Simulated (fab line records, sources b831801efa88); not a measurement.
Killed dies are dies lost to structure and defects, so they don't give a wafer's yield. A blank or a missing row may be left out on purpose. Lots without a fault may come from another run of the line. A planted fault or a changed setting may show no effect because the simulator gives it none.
A struck lot beside a sound one | flow sky130 | 36 steps out of a route of 708
Sound: wafers L824.1, L824.2, L824.4. Struck: wafers L818.1, L818.4, L818.5. The cause comes at the end.
At each step with rows: each side's tool, then ch and its chambers, then its first start. Under that, the readings that differ: sound wafers | struck wafers | difference of the means | sigmas: that difference in standard deviations of wafers without a fault.
alike: readings whose means differ by less than 2 such deviations, and words and numbers that are the same on both sides. not compared: withheld readings, readings that some wafer has no value for, bounds like >300 that may hide the same value, and numbers for which the record gives no deviation and whose values overlap.
The two part at a step that has a row with sigmas, a row that says differs or no value, or rows on one side only. Numbers that don't overlap but have no deviation are shown without sigmas and don't part them. A reading that every wafer of one side lacks parts them only if that side has two wafers or more.

first, 10 steps without rows for these wafers: SKY_VIA2_STRIP_17 (strips in post etch residue remover, time 1200 s); SKY_VIA2_CLEAN_18 (cleans in IPA, time 180 s); SKY_VIA2_CLEAN_19 (cleans in O3/DIW); SKY_VIA2_SPUTTER_20 (material TiN, target thk 20 nm, time 80 s); SKY_VIA2_CVD_21 (deposits W, target thk 420 nm, time 126.4 s); SKY_VIA2_CMP_24 (polishes, stops on SiO2, t overpolish 20 s, target thk 0 nm); SKY_METAL3_SPUTTER_00 (material Ti, target thk 15 nm, time 9.789 s); SKY_METAL3_SPUTTER_01 (material TiN, target thk 20 nm, time 16.7 s); SKY_METAL3_SPUTTER_02 (material AlCu, target thk 735 nm, time 39.1 s); SKY_METAL3_SPUTTER_03 (material Ti, target thk 5 nm, time 3.3 s).
SKY_METAL3_SPUTTER_04: material TiN, target thk 70 nm, time 58.3 s.
  sound on pvd_sputter-03, day 42 02:06; struck on pvd_sputter-04, day 39 16:05
  no value came back on the struck wafers for cathode_dc_power_W (W), chamber_pressure_pa (Pa), throttle_valve_pct (%); on the sound wafers cathode_dc_power_W (W) reads 6499.8 6499.1 6501.5
then, 23 steps without rows for these wafers: SKY_CAPM_CVD_00 (deposits SiO2, target thk 15.5 nm); SKY_CAPM_SPUTTER_02 (material TiN, target thk 200 nm, time 166.7 s); SKY_CAPM_DEHYDRATE_05 (time 60 s); SKY_CAPM_HMDS_06 (prime time 60 s); SKY_CAPM_COAT_07 (resist thk 1140 nm); SKY_CAPM_SOFTBAKE_08 (time 60 s); SKY_CAPM_EXPOSE_09 (exposes mask CAPM, target cd 1000 nm); SKY_CAPM_PEB_10; SKY_CAPM_DEVELOP_11 (develop time 60 s); SKY_CAPM_METAL_ETCH_13 (etches TiN in Cl2/BCl3, stops on SiO2, target depth 220 nm, time 62.9 s); SKY_CAPM_STRIP_14 (strips in O2/N2); SKY_CAPM_STRIP_15 (strips in post etch residue remover, time 1200 s); SKY_CAPM_CLEAN_16 (cleans in IPA, time 180 s); SKY_CAPM_CLEAN_17 (cleans in O3/DIW); SKY_METAL3_DEHYDRATE_05 (time 60 s); SKY_METAL3_HMDS_06 (prime time 60 s); SKY_METAL3_COAT_07 (resist thk 60 nm); SKY_METAL3_COAT_08 (resist thk 1124 nm); SKY_METAL3_SOFTBAKE_09 (time 90 s); SKY_METAL3_EXPOSE_10 (exposes mask MM3, target cd 300 nm); SKY_METAL3_PEB_11; SKY_METAL3_DEVELOP_12 (develop time 60 s); SKY_METAL3_DESCUM_15 (chemistry O2, time 8 s).
-- the record jumps here: 2 days lie between the struck wafers' starts before and after --
SKY_METAL3_METAL_ETCH_18: etches the open film in Cl2/BCl3, stops on SiO2, target depth 845 nm, time 183.1 s.
  sound on rie_metal-02 ch 0,1, day 44 01:11; struck on rie_metal-02 ch 0,1, day 41 17:22
  reading               | sound             | struck            | difference | sigmas
  oes_product_au (a.u.) | 0.865 0.863 0.865 | 0.824 0.818 0.821 | -0.043     | -7
  alike: bias_w, drypump_motor_current_A, he_backside_leak_sccm, mfc_cl2_sccm, throttle_valve_pct
  not compared: rf_hours_counter_h
-- the record jumps here: 7 days lie between the struck wafers' starts before and after (it left off in module METAL3 and takes up again in module PAD_OPEN, whose first step shown is number 708 of the route) --
SKY_PAD_OPEN_PROBE_99:
  sound on prober-01, day 50 05:07; struck on prober-02, day 48 11:23
  reading                              | sound                | struck               | difference | sigmas
  model.etest.via3_chain.rc_ohm        | 9.954 9.096 9.307    | 15.11 15.38 15.19    | +5.77      |
  model.etest.cap_mim.bv_v (V)         | 13.76 13.85 13.76    | 9.729 9.635 9.754    | -4.084     |
  model.etest.cap_mim.leak_log10_a_cm2 | -9.021 -8.946 -8.963 | -7.519 -7.623 -7.522 | +1.422     |
  alike: defect_limited_yield, killed_at_M0_to_M3, killed_at_M4_up, killed_at_contacts, killed_at_front_end, killed_at_other, killed_dies, killed_open, killed_short, sort_bin_3_pad_short, sort_bin_5_function, sort_bin_6_memory, sort_bin_8_speed, sort_n_pass, sort_yield_pct

WHERE THEY PART
First at SKY_METAL3_SPUTTER_04; last, within this record, at SKY_METAL3_METAL_ETCH_18. Later steps at which nothing parts them and some readings are alike: SKY_PAD_OPEN_PROBE_99.

WHY: what the simulator had put in
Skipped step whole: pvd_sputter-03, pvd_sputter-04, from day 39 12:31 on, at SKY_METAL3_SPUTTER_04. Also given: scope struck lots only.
